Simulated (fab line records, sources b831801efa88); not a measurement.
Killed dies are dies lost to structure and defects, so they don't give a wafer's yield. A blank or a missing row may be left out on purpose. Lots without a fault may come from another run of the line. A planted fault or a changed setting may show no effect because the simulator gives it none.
Which tool did it? | flow gf180mcu | 13 lots, 39 wafers sampled, at 5 steps of a route of 602

WHAT THE GAUGES READ, wafer by wafer
GF_PSD_OVL_MEAS_08.
lot  | measured     | on         | PSD_OVL (nm)
L664 | day 15 06:55 | overlay-01 | 0.2 1.0 0.0
L665 | day 15 15:46 | overlay-01 | 0.8 0.3 0.9
L666 | day 15 16:25 | overlay-02 | 1.8 2.5 3.5
L670 | day 17 08:58 | overlay-02 | 0.0 -0.7 -0.1
L675 | day 18 08:49 | overlay-01 | -0.7 -0.1 1.7
L678 | day 19 07:47 | overlay-02 | 0.2 1.8 1.8
L680 | day 20 05:07 | overlay-01 | 1.7 -0.6 1.0
L681 | day 20 11:52 | overlay-02 | 2.5 1.2 2.1
L682 | day 20 17:19 | overlay-02 | -0.5 1.5 -1.0
L683 | day 21 05:49 | overlay-02 | -0.9 0.5 0.3
L684 | day 21 09:46 | overlay-01 | -2.0 -1.0 -0.9
L685 | day 21 17:19 | overlay-02 | 0.9 0.9 1.9
L686 | day 21 23:01 | overlay-02 | 3.4 3.0 1.6

GF_SAB_THK_MEAS_01.
lot  | measured     | on            | SAB_CVD_00_THK (nm)
L664 | day 15 07:40 | film_metro-01 | 49.0 50.0 49.5
L665 | day 15 16:31 | film_metro-04 | 49.8 50.2 49.6
L666 | day 15 17:09 | film_metro-04 | 50.0 50.7 50.1
L670 | day 17 09:43 | film_metro-01 | 50.0 49.6 52.3
L675 | day 18 09:33 | film_metro-01 | 49.9 52.1 50.6
L678 | day 19 08:32 | film_metro-01 | 51.1 50.7 50.2
L680 | day 20 05:55 | film_metro-03 | 50.1 50.7 50.8
L681 | day 20 12:36 | film_metro-04 | 49.9 49.7 50.7
L682 | day 20 18:04 | film_metro-04 | 49.6 49.2 49.8
L683 | day 21 06:34 | film_metro-01 | 49.8 50.4 50.9
L684 | day 21 10:40 | film_metro-04 | 50.2 49.3 50.4
L685 | day 21 18:04 | film_metro-03 | 50.5 50.0 51.4
L686 | day 21 23:46 | film_metro-03 | 50.3 50.5 50.6

GF_SAB_CD_MEAS_09: target cd 420 nm.
lot  | measured     | on        | cd_nm (nm)
L664 | day 16 05:16 | cd_sem-02 | 421.3 422.7 420.2
L665 | day 16 13:44 | cd_sem-02 | 415.4 414.1 416.7
L666 | day 16 14:32 | cd_sem-02 | 416.8 418.2 419.0
L670 | day 18 09:17 | cd_sem-02 | 415.7 414.3 417.9
L675 | day 19 09:30 | cd_sem-01 | 422.7 420.3 420.9
L678 | day 20 08:50 | cd_sem-01 | 421.7 421.3 424.0
L680 | day 21 05:44 | cd_sem-01 | 421.4 421.4 421.7
L681 | day 21 12:29 | cd_sem-02 | 420.6 420.7 419.8
L682 | day 21 17:50 | cd_sem-02 | 422.1 420.2 419.7
L683 | day 22 05:43 | cd_sem-01 | 423.2 421.3 422.4
L684 | day 22 09:18 | cd_sem-02 | 419.0 419.4 421.9
L685 | day 22 16:40 | cd_sem-02 | 420.3 421.1 421.6
L686 | day 22 22:54 | cd_sem-02 | 420.4 418.6 420.4

WHICH TOOL RAN EACH LOT (tool, then ch and the chambers of the sampled wafers, then the start)
lot  | GF_NSD_STRIP_11                      | GF_SAB_CVD_00
L664 | plasma_asher-01 ch 0,1, day 14 09:48 | pecvd-02 ch 0,1,2, day 15 07:38
L665 | plasma_asher-03 ch 0,1, day 14 17:59 | pecvd-04 ch 0,1,2, day 15 16:29
L666 | plasma_asher-01 ch 1, day 14 19:03   | pecvd-02 ch 0,2, day 15 17:08
L670 | plasma_asher-01 ch 0,1, day 16 10:12 | pecvd-03 ch 0,1,2, day 17 09:41
L675 | plasma_asher-03 ch 0,1, day 17 09:01 | pecvd-03 ch 0,2, day 18 09:32
L678 | plasma_asher-03 ch 0,1, day 18 07:53 | pecvd-02 ch 0,2, day 19 08:29
L680 | plasma_asher-03 ch 0,1, day 19 04:32 | pecvd-02 ch 0,1,2, day 20 05:53
L681 | plasma_asher-03 ch 0,1, day 19 11:00 | pecvd-02 ch 0,2, day 20 12:35
L682 | plasma_asher-02 ch 0,1, day 19 16:59 | pecvd-03 ch 1,2, day 20 18:02
L683 | plasma_asher-03 ch 0,1, day 20 06:03 | pecvd-04 ch 1,2, day 21 06:32
L684 | plasma_asher-03 ch 0,1, day 20 09:43 | pecvd-04 ch 0,1, day 21 10:38
L685 | plasma_asher-01 ch 0,1, day 20 17:20 | pecvd-03 ch 0,1,2, day 21 18:02
L686 | plasma_asher-02 ch 0,1, day 20 22:59 | pecvd-03 ch 0,1,2, day 21 23:44
- GF_NSD_STRIP_11: strips in O2/N2.
- GF_SAB_CVD_00: deposits SiO2 from TEOS, target thk 50 nm, time 4.9302 s.

WHAT THE TOOLS THEMSELVES READ (means of the sampled wafers that have a number; where no wafer has one, the mark that the record gives instead)
GF_NSD_STRIP_11.
lot  | tool            | drypump_motor_current_A (A) | heater_power_w (W) | o2_flow_sccm (sccm) | oes_product_au (a.u.) | strip_time_to_endpoint_s (s)
L664 | plasma_asher-01 | 5.5                         | 307                | 2998                | 0.490                 | 22.88
L665 | plasma_asher-03 | 6.4                         | 299                | 3001                | 0.485                 | 22.97
L666 | plasma_asher-01 | 5.7                         | 303                | 2995                | 0.486                 | 22.97
L670 | plasma_asher-01 | 5.6                         | 304                | 2993                | 0.486                 | 23.00
L675 | plasma_asher-03 | 6.4                         | 296                | 2996                | 0.486                 | 22.97
L678 | plasma_asher-03 | 6.3                         | 299                | 2994                | 0.489                 | 23.01
L680 | plasma_asher-03 | 6.3                         | 295                | 2997                | 0.484                 | 23.00
L681 | plasma_asher-03 | 6.3                         | 295                | 3010                | 0.489                 | 23.00
L682 | plasma_asher-02 | 5.5                         | 313                | 3006                | 0.487                 | 22.98
L683 | plasma_asher-03 | 6.4                         | 296                | 2999                | 0.492                 | 23.01
L684 | plasma_asher-03 | 6.3                         | 294                | 3003                | 0.489                 | 22.94
L685 | plasma_asher-01 | 5.5                         | 309                | 3002                | 0.488                 | 22.97
L686 | plasma_asher-02 | 5.5                         | 309                | 3002                | 0.489                 | 23.00

GF_SAB_CVD_00.
lot  | tool     | heater_power_w (W)
L664 | pecvd-02 | 608
L665 | pecvd-04 | 572
L666 | pecvd-02 | 642
L670 | pecvd-03 | 612
L675 | pecvd-03 | 664
L678 | pecvd-02 | 583
L680 | pecvd-02 | 599
L681 | pecvd-02 | 637
L682 | pecvd-03 | 637
L683 | pecvd-04 | 542
L684 | pecvd-04 | 558
L685 | pecvd-03 | 649
L686 | pecvd-03 | 642

THE ANSWER, worked out from the rows above alone
Rule: what is usual is taken from the lots themselves. Put in order of their means at a reading, lots are off if they are a third of the lots or fewer, leave a main group of 4 or more, and stand apart from it by a gap of 3 or more times the standard deviation of the main group's means; of several such gaps the widest counts. A main group whose means are all the same, to the digits that the tables above print for the reading, isn't used. A lot without any number at a reading at which 4 lots or more have one is off too. The other lots that the step has rows for count as sound. The gauges are gone through in route order, then the tools' own readings, and for those a lot's mean is taken as printed above. The first step at which some lot is off is used, and at that step the reading that is off furthest; a lot without a number counts as furthest.
No lot is off at any reading shown: from this, nothing can be told.

WHAT THE SIMULATOR HAD PUT IN
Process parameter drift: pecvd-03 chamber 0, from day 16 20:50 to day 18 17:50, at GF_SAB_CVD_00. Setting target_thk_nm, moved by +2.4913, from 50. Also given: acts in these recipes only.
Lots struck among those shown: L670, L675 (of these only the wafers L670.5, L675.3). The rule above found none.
